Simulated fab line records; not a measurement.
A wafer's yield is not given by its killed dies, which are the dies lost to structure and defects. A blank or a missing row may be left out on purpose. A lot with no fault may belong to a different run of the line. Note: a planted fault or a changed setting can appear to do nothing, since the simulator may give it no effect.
Chamber matching :: flow sky130 :: 4 sister chambers for SKY_CONTACT_CMP_27 on cmp-02
The step polishes, stops on SiO2, t overpolish 15 s, target thk 0 nm. 4 wafers are shown with their chamber, then 7 later ones without.

== EACH WAFER AND ITS CHAMBER ==
wafer: L850.1
chamber: 2
motor current A (A): 9.4

wafer: L850.6
chamber: 0
motor current A (A): 11.0

wafer: L853.3
chamber: 1
motor current A (A): 11.7

wafer: L853.5
chamber: 3
motor current A (A): 10.8

== WAFERS MISSING THEIR CHAMBER ==
wafer: L853.6
motor current A (A): 11.2

wafer: L857.1
motor current A (A): 10.4

wafer: L857.4
motor current A (A): 10.7

wafer: L857.6
motor current A (A): 11.5

wafer: L861.3
motor current A (A): 11.5

wafer: L861.5
motor current A (A): 10.0

wafer: L861.6
motor current A (A): 10.2

== WHICH CHAMBER EACH ONE RAN IN ==
wafer: L853.6
from the rows above: can't be placed: 0 or 3 or 1
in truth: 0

wafer: L857.1
from the rows above: can't be placed: 3 or 0 or 2
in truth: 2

wafer: L857.4
from the rows above: can't be placed: 3 or 0
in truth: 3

wafer: L857.6
from the rows above: can't be placed: 1 or 0 or 3
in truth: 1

wafer: L861.3
from the rows above: can't be placed: 1 or 0 or 3
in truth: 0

wafer: L861.5
from the rows above: can't be placed: 2 or 3 or 0
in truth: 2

wafer: L861.6
from the rows above: can't be placed: 3 or 2 or 0
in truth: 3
0 of 7 placed correctly. Unplaceable from these rows: 7, with the true chamber sitting among the candidates in 7. 0 placed wrongly.
How it was worked out, from the rows above alone: a wafer's distance from a chamber is the root of the sum, over the readings, of the square of ((its reading less the chamber's mean) divided by the reading's scatter). The wafer belongs to the nearest chamber; if the next one is less than 2 further off, it can't be placed. For every chamber, the mean is computed from those of its wafers that are shown. The scatter: root of mean squared gap, hidden wafer to nearest shown wafer, with one shown wafer a chamber.
